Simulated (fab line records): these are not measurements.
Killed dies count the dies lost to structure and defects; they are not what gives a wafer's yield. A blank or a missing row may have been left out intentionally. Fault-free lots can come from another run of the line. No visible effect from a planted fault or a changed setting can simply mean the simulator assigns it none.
The tool behind it: which one? + flow gf180mcu + 15 lots, 45 wafers sampled, at 3 steps of a route of 602

WHAT THE GAUGES SHOWED, per wafer
GF_V5_BOW_MEAS_05. Usual: V5_BOW 134 um, standard deviation 9.9.
| lot  | measured     | on            | V5_BOW (um) | flag |
|------|--------------|---------------|-------------|------|
| L160 | day 26 08:24 | film-metro-01 | 125 137 134 |      |
| L162 | day 27 00:42 | film-metro-03 | 120 112 119 |      |
| L163 | day 27 10:33 | film-metro-01 | 129 134 121 |      |
| L165 | day 28 00:21 | film-metro-04 | 129 127 141 |      |
| L166 | day 28 09:58 | film-metro-04 | 152 139 142 |      |
| L167 | day 28 21:02 | film-metro-03 | 135 130 138 |      |
| L168 | day 28 23:28 | film-metro-03 | 118 116 116 |      |
| L169 | day 29 04:01 | film-metro-04 | 147 137 137 |      |
| L171 | day 29 21:46 | film-metro-01 | 147 149 156 |      |
| L175 | day 31 02:19 | film-metro-01 | 146 152 140 |      |
| L176 | day 31 05:02 | film-metro-04 | 134 130 152 |      |
| L177 | day 31 11:18 | film-metro-03 | 145 140 138 |      |
| L180 | day 32 07:41 | film-metro-04 | 140 143 136 |      |
| L181 | day 32 12:58 | film-metro-03 | 133 125 116 |      |
| L182 | day 32 18:26 | film-metro-03 | 127 125 128 |      |

TOOL THAT RAN EACH LOT (tool first, then ch and the chambers of the sampled wafers, then the start)
| lot  | GF_CONTACT_CVD_24             | GF_MIM_SPUTTER_04            |
|------|-------------------------------|------------------------------|
| L160 | cvd-w-02 ch 0, day 16 01:55   | pvd-sputter-03, day 24 10:43 |
| L162 | cvd-w-02 ch 0,1, day 16 17:16 | pvd-sputter-02, day 25 04:48 |
| L163 | cvd-w-01 ch 0,1, day 17 06:12 | pvd-sputter-01, day 25 15:07 |
| L165 | cvd-w-02 ch 0,1, day 17 23:17 | pvd-sputter-03, day 26 05:35 |
| L166 | cvd-w-01 ch 0,1, day 18 09:58 | pvd-sputter-02, day 26 15:55 |
| L167 | cvd-w-01 ch 0,1, day 19 00:01 | pvd-sputter-03, day 27 03:04 |
| L168 | cvd-w-02 ch 0,1, day 19 03:05 | pvd-sputter-01, day 27 06:52 |
| L169 | cvd-w-01 ch 0,1, day 19 08:44 | pvd-sputter-01, day 27 11:26 |
| L171 | cvd-w-02 ch 0,1, day 20 06:33 | pvd-sputter-01, day 28 06:04 |
| L175 | cvd-w-02 ch 0,1, day 21 18:46 | pvd-sputter-01, day 29 11:13 |
| L176 | cvd-w-01 ch 0,1, day 21 23:45 | pvd-sputter-02, day 29 14:37 |
| L177 | cvd-w-01 ch 0,1, day 22 09:00 | pvd-sputter-03, day 29 21:50 |
| L180 | cvd-w-01 ch 0,1, day 23 09:28 | pvd-sputter-01, day 30 18:06 |
| L181 | cvd-w-01 ch 0,1, day 23 18:57 | pvd-sputter-01, day 31 00:05 |
| L182 | cvd-w-02 ch 0,1, day 24 00:51 | pvd-sputter-03, day 31 07:10 |
- GF_CONTACT_CVD_24: deposits W, target thk 300 nm, time 90.339 s.
- GF_MIM_SPUTTER_04: material TiN, target thk 50 nm, time 41.7 s.

AS READ BY THE TOOLS THEMSELVES (means over the sampled wafers that have a number; for cases with no such wafer, the mark the record gives instead)
GF_CONTACT_CVD_24. Usual: chamber-pressure-Torr 40.01 Torr, standard deviation 0.089; heater-power-w 871 W, standard deviation 120.
| lot  | tool     | chamber-pressure-Torr (Torr) | heater-power-w (W) | flag |
|------|----------|------------------------------|--------------------|------|
| L160 | cvd-w-02 | 40.11                        | 767                |      |
| L162 | cvd-w-02 | 39.99                        | 951                |      |
| L163 | cvd-w-01 | 39.98                        | 878                |      |
| L165 | cvd-w-02 | 40.06                        | 941                |      |
| L166 | cvd-w-01 | 39.88                        | 800                |      |
| L167 | cvd-w-01 | 40.07                        | 885                |      |
| L168 | cvd-w-02 | 39.91                        | 846                |      |
| L169 | cvd-w-01 | 40.05                        | 872                |      |
| L171 | cvd-w-02 | 39.97                        | 942                |      |
| L175 | cvd-w-02 | 40.02                        | 944                |      |
| L176 | cvd-w-01 | 39.97                        | 885                |      |
| L177 | cvd-w-01 | 40.06                        | 869                |      |
| L180 | cvd-w-01 | 40.03                        | 875                |      |
| L181 | cvd-w-01 | 40.12                        | 883                |      |
| L182 | cvd-w-02 | 40.01                        | 859                |      |

GF_MIM_SPUTTER_04. Usual: throttle-valve-pct at 30.2 %, with a standard deviation of 0.99.
| lot  | tool           | throttle-valve-pct (%) | flag |
|------|----------------|------------------------|------|
| L160 | pvd-sputter-03 | 30.6                   |      |
| L162 | pvd-sputter-02 | 30.5                   |      |
| L163 | pvd-sputter-01 | 29.8                   |      |
| L165 | pvd-sputter-03 | 30.2                   |      |
| L166 | pvd-sputter-02 | 30.3                   |      |
| L167 | pvd-sputter-03 | 29.9                   |      |
| L168 | pvd-sputter-01 | 29.7                   |      |
| L169 | pvd-sputter-01 | 30.5                   |      |
| L171 | pvd-sputter-01 | 30.2                   |      |
| L175 | pvd-sputter-01 | 30.3                   |      |
| L176 | pvd-sputter-02 | 30.7                   |      |
| L177 | pvd-sputter-03 | 29.9                   |      |
| L180 | pvd-sputter-01 | 30.5                   |      |
| L181 | pvd-sputter-01 | 29.5                   |      |
| L182 | pvd-sputter-03 | 30.3                   |      |

THE ANSWER, worked out from the rows above alone
Rule: a lot counts as off when the mean over its wafers that have a number is more than 3 standard deviations away from the usual mean. Also off: a lot with no number at a reading for which 4 or more lots have one. Any other lot the step has rows for is counted as sound. The gauges are gone through in route order, then the tools' own readings, and for those a lot's mean is taken as printed above. The first step at which some lot is off is used, and at that step the reading that is off furthest; a lot without a number counts as furthest.
Nothing can be told from this: no lot is off at any reading shown.

WHAT THE SIMULATOR HAD INSERTED
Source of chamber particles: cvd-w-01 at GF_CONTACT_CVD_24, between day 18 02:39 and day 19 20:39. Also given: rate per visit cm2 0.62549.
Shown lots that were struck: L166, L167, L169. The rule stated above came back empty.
